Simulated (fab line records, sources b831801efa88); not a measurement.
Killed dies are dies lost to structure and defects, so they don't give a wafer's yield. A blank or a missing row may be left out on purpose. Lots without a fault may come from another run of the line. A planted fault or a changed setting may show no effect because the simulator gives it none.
One fault seen from 2 desks | flow gf180mcu | each desk has only its own numbers; what lay behind them comes last

THE METROLOGY DESK
What the gauges read, lot by lot, whatever tool the lot ran on: means of the sampled wafers that have a number. A lot is out of limits, marked OUT, if its mean lies more than 4 standard deviations from the usual mean; the brackets give that distance.
Columns: A = V5_CVD_02_THK at GF_V5_THK_MEAS_03, usual 1448 nm
lot  | first seen here | A
L601 | day 26 07:29    | 1433
L602 | day 26 21:29    | 1456
L603 | day 27 11:29    | 1446
L604 | day 27 13:13    | 1430
L605 | day 28 04:06    | 1450
L606 | day 28 05:56    | 1466
L607 | day 28 11:48    | 1451
L611 | day 29 09:55    | 1464
L612 | day 29 20:44    | 1452
L614 | day 30 07:32    | 1443
L618 | day 31 12:46    | 1439
L622 | day 32 09:46    | 1456
L623 | day 32 15:08    | 1452
This desk's finding: nothing out of limits on any of the 13 lots.

THE TOOL OWNER'S DESK: furnace-01
The tool's own readings at GF_STI_OXIDATION_21 (stabilise 600 s, purge 300 s, target thk 15 nm): means of the sampled wafers that have a number, for each lot that ran on this tool. A lot is out of limits, marked OUT, if its mean lies more than 4 standard deviations from the usual mean; the brackets give that distance.
Columns: A = tube_center_temp_C at GF_STI_OXIDATION_21, usual 999.99 C; B = zone_power_bottom_pct at GF_STI_OXIDATION_21, usual 33.9 %
lot  | first seen here | A       | B
L601 | day 2 03:42     | 1000.01 | 33.8
L603 | day 2 17:06     | 1000.06 | 33.9
L606 | day 3 04:24     | 999.97  | 34.2
L611 | day 4 07:58     | 999.97  | 33.7
L612 | day 4 10:40     | 1000.01 | 33.6
This desk's finding: nothing out of limits on any of the 5 lots.

PUT TOGETHER
The metrology desk saw nothing out of limits.
The tool owner's desk saw nothing out of limits.

WHAT THE SIMULATOR HAD PUT IN
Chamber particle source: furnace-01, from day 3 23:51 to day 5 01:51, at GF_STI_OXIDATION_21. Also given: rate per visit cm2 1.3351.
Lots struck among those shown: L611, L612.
